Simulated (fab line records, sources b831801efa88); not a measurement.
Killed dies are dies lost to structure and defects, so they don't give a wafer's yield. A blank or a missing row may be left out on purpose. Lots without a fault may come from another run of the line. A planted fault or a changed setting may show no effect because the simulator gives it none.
A struck lot beside a sound one | flow sky130 | 43 steps out of a route of 708
Sound: wafers L909.2, L909.3, L909.5. Struck: wafers L918.3, L918.4, L918.6. The cause comes at the end.
At each step with rows: each side's tool, then ch and its chambers, then its first start. Under that, the readings that differ: sound wafers | struck wafers | difference of the means | sigmas: that difference in standard deviations of wafers without a fault.
alike: readings whose means differ by less than 2 such deviations, and words and numbers that are the same on both sides. not compared: withheld readings, readings that some wafer has no value for, bounds like >300 that may hide the same value, and numbers for which the record gives no deviation and whose values overlap.
The two part at a step that has a row with sigmas, a row that says differs or no value, or rows on one side only. Numbers that don't overlap but have no deviation are shown without sigmas and don't part them. A reading that every wafer of one side lacks parts them only if that side has two wafers or more.

SKY_VIA4_ETCH_12: etches SiO2 in C4F8/O2/Ar, stops on TiN, target depth 580 nm.
  sound on rie_diel-01 ch 1,2, day 45 12:12; struck on rie_diel-04 ch 0,1,2, day 47 03:44
  alike: chamber_pressure_mTorr, oes_product_au
then, 4 steps without rows for these wafers: SKY_VIA4_STRIP_13 (strips in O2/N2); SKY_VIA4_STRIP_14 (strips in post etch residue remover, time 1200 s); SKY_VIA4_CLEAN_15 (cleans in IPA, time 180 s); SKY_VIA4_CLEAN_16 (cleans in O3/DIW).
SKY_VIA4_SPUTTER_17: material TiN, target thk 20 nm, time 80 s.
  sound on pvd_sputter-01, day 45 12:56; struck on pvd_sputter-03, day 47 04:25
  reading                | sound          | struck         | difference | sigmas
  throttle_valve_pct (%) | 30.2 31.7 31.5 | 29.9 29.3 29.5 | -1.6       | -2
then, 1 step without rows for these wafers: SKY_VIA4_CVD_18 (deposits W, target thk 505 nm, time 152.14 s).
SKY_VIA4_RS_MEAS_19: measures by four-point-probe.
  sound on film_metro-03, day 45 13:10; struck on film_metro-01, day 47 04:40
  alike: VIA4_W_RS
SKY_VIA4_THK_MEAS_20: measures by xrf.
  sound on film_metro-03, day 45 13:17; struck on film_metro-01, day 47 04:46
  alike: VIA4_W_THK
then, 1 step without rows for these wafers: SKY_VIA4_CMP_21 (polishes, stops on SiO2, t overpolish 25 s, target thk 0 nm).
SKY_METAL5_SPUTTER_00: material Ti, target thk 15 nm, time 10 s.
  sound on pvd_sputter-02, day 45 13:38; struck on pvd_sputter-01, day 47 05:06
  alike: throttle_valve_pct
then, 1 step without rows for these wafers: SKY_METAL5_SPUTTER_01 (material TiN, target thk 20 nm, time 16.7 s).
SKY_METAL5_SPUTTER_02: material AlCu, target thk 1150 nm, time 61.2 s.
  sound on pvd_sputter-02, day 45 13:41; struck on pvd_sputter-01, day 47 05:09
  alike: throttle_valve_pct
then, 1 step without rows for these wafers: SKY_METAL5_SPUTTER_03 (material Ti, target thk 5 nm, time 3.3 s).
SKY_METAL5_SPUTTER_04: material TiN, target thk 70 nm, time 58.3 s.
  sound on pvd_sputter-02, day 45 13:45; struck on pvd_sputter-01, day 47 05:13
  alike: throttle_valve_pct
SKY_METAL5_RS_MEAS_05: measures by four-point-probe.
  sound on film_metro-04, day 45 13:49; struck on film_metro-01, day 47 05:19
  alike: METAL5_ALCU_RS
SKY_METAL5_THK_MEAS_06: measures by xrf.
  sound on film_metro-04, day 45 13:56; struck on film_metro-01, day 47 05:25
  alike: METAL5_ALCU_THK
then, 14 steps without rows for these wafers: SKY_METAL5_DEHYDRATE_07 (time 60 s); SKY_METAL5_HMDS_08 (prime time 60 s); SKY_METAL5_COAT_09 (resist thk 1800 nm); SKY_METAL5_SOFTBAKE_10 (time 60 s); SKY_METAL5_EXPOSE_11 (exposes mask MM5, target cd 1600 nm); SKY_METAL5_PEB_12; SKY_METAL5_DEVELOP_13 (develop time 60 s); SKY_METAL5_DESCUM_14 (chemistry O2, time 11 s); SKY_METAL5_METAL_ETCH_15 (etches the open film in Cl2/BCl3, stops on SiO2, target depth 1260 nm, time 252 s); SKY_METAL5_STRIP_16 (strips in O2/N2); SKY_METAL5_STRIP_17 (strips in post etch residue remover, time 1200 s); SKY_METAL5_CLEAN_18 (cleans in IPA, time 180 s); SKY_METAL5_CLEAN_19 (cleans in O3/DIW); SKY_PASSIVATION_CVD_00 (deposits SiO2, target thk 90 nm).
SKY_PASSIVATION_THK_MEAS_01:
  sound on film_metro-01, day 46 11:02; struck on film_metro-02, day 48 01:24
  alike: PASSIVATION_CVD_00_THK
then, 1 step without rows for these wafers: SKY_PASSIVATION_CVD_02 (deposits Si3N4, target thk 540 nm).
SKY_PASSIVATION_THK_MEAS_03:
  sound on film_metro-02, day 46 11:20; struck on film_metro-03, day 48 01:41
  alike: PASSIVATION_CVD_02_THK
then, 7 steps without rows for these wafers: SKY_PASSIVATION_DEHYDRATE_04 (time 60 s); SKY_PASSIVATION_HMDS_05 (prime time 60 s); SKY_PASSIVATION_COAT_06 (resist thk 3000 nm); SKY_PASSIVATION_SOFTBAKE_07; SKY_PASSIVATION_EXPOSE_08 (exposes mask NSM, target cd 3000 nm); SKY_PASSIVATION_PEB_09; SKY_PASSIVATION_DEVELOP_10 (develop time 60 s).
SKY_PASSIVATION_ETCH_11: etches the open film in CF4/O2, stops on AlCu, target depth 725 nm, time 161.1 s.
  sound on rie_diel-01 ch 0,1,3, day 47 06:16; struck on rie_diel-02 ch 0,1, day 48 20:13
  alike: chamber_pressure_mTorr, drypump_motor_current_A, oes_product_au, throttle_valve_pct
  not compared: rf_hours_counter_h
SKY_PAD_OPEN_PROBE_99:
  sound on prober-01, day 48 03:59; struck on prober-02, day 49 16:11
  reading                               | sound              | struck                                                                     | difference                   | sigmas
  hold                                  | - - -              | await_dispo/5.9h/release await_dispo/5.9h/release await_dispo/5.9h/release | no value on the sound wafers |
  defect_limited_yield (%)              | 83.3 84.6 84.8     | 76.6 69.3 77.4                                                             | -9.8                         | -5
  killed_at_M4_up                       | 4 1 2              | 54 65 29                                                                   | +47                          | +26
  killed_dies                           | 82 76 75           | 115 151 111                                                                | +48                          | +6
  sort_bin_3_pad_short (%)              | 1.2 0.4 0.4        | 3.5 3.9 3.5                                                                | +3.0                         | +7
  sort_bin_5_function (%)               | 9.1 11.0 9.3       | 14.0 19.7 12.6                                                             | +5.6                         | +4
  sort_n_pass                           | 410 416 417        | 377 341 381                                                                | -48                          | -6
  sort_yield_pct (%)                    | 83.3 84.6 84.8     | 76.6 69.3 77.4                                                             | -9.8                         | -5
  model.etest.tester.sort_n_pass        | 410 416 417        | 377 341 381                                                                | -48                          |
  model.etest.tester.sort_yield_pct (%) | 83.33 84.55 84.76  | 76.63 69.31 77.44                                                          | -9.75                        |
  model.etest.tester.sort_bin_5_pct (%) | 9.146 10.98 9.35   | 14.02 19.72 12.6                                                           | +5.62                        |
  model.etest.tester.sort_bin_3_pct (%) | 1.22 0.4065 0.4065 | 3.455 3.862 3.455                                                          | +2.913                       |
  alike: killed_at_M0_to_M3, killed_at_contacts, killed_at_front_end, killed_at_other, killed_open, killed_short, sort_bin_6_memory

WHERE THEY PART
First at SKY_VIA4_SPUTTER_17; last, within this record, at SKY_PAD_OPEN_PROBE_99.

WHY: what the simulator had put in
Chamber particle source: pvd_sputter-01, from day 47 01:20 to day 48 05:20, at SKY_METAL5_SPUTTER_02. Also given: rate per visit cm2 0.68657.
